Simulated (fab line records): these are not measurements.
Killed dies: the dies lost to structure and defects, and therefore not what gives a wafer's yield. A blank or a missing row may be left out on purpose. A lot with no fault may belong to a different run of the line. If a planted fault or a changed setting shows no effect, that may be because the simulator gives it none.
One fault seen from 2 desks ; flow gf180mcu ; every desk sees just its own numbers, and what lay behind them comes last

## FOR THE TOOL OWNER'S DESK: krfScanner-02
The tool's own readings at GF_M2_EXPOSE_11 (exposes mask Metal2, target cd 280 nm): means of the sampled wafers that have a number, for each lot that ran on this tool. Any lot whose mean is over 4 standard deviations away from the usual mean is out of limits and marked OUT; that distance is given in the brackets.
Columns: A = focusOffsetNm at GF_M2_EXPOSE_11, usual 0.1 nm
lot;first seen here;A
L542;day 18 12:44;-0.0
L544;day 19 07:02;0.7
L545;day 19 21:00;0.4
L546;day 20 06:52;0.0
L547;day 20 14:40;0.7
L557;day 24 03:32;-0.5
L559;day 24 23:32;0.2
L562;day 25 20:07;-0.3
L565;day 26 16:31;-0.3
This desk found nothing out of limits on any of the 9 lots.

## AT THE METROLOGY DESK
What the gauges read, lot by lot, whatever tool the lot ran on: means of the sampled wafers that have a number. Any lot whose mean is over 4 standard deviations away from the usual mean is out of limits and marked OUT; that distance is given in the brackets.
Columns: A = cdNm at GF_M2_CD_MEAS_14, usual 280.3 nm; B = V2_CVD_02_THK at GF_V2_THK_MEAS_03, usual 849 nm
lot;first seen here;A;B
L542;day 19 00:57;282.0;843
L544;day 19 18:47;277.4;840
L545;day 20 08:38;281.6;850
L546;day 20 18:54;235.6 (-30) OUT;843
L547;day 21 02:18;220.5 (-40) OUT;-
L550;day 21 22:45;279.8;840
L556;day 24 10:33;280.7;850
L557;day 24 14:19;280.3;845
L558;day 25 04:29;280.2;855
L559;day 25 09:55;282.8;846
L560;day 25 16:38;279.6;848
L562;day 26 06:41;277.9;847
L564;day 26 18:34;282.0;849
L565;day 27 02:24;281.6;859
This desk finds L546, L547 out of limits, L546 being first, at day 20 18:54 (cdNm at GF_M2_CD_MEAS_14). L542, L544, L545, L550, L556, L557, L558, L559, L560, L562, L564, L565: within limits.

## BROUGHT TOGETHER
An alarm was possible from the metrology desk at day 20 18:54, on L546, L547.
Nothing out of limits was seen by the tool owner's desk.
The tool owner's desk has L546, L547 on record, within its limits.
Every lot named ran GF_M2_EXPOSE_11 on krfScanner-02.

## WHAT HAD BEEN PUT IN BY THE SIMULATOR
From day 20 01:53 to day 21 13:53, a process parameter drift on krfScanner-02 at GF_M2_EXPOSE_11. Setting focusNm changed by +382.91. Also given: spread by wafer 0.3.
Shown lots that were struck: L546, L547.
Delay in hours, fault start to first out-of-limits reading, per desk: metrology desk 17.
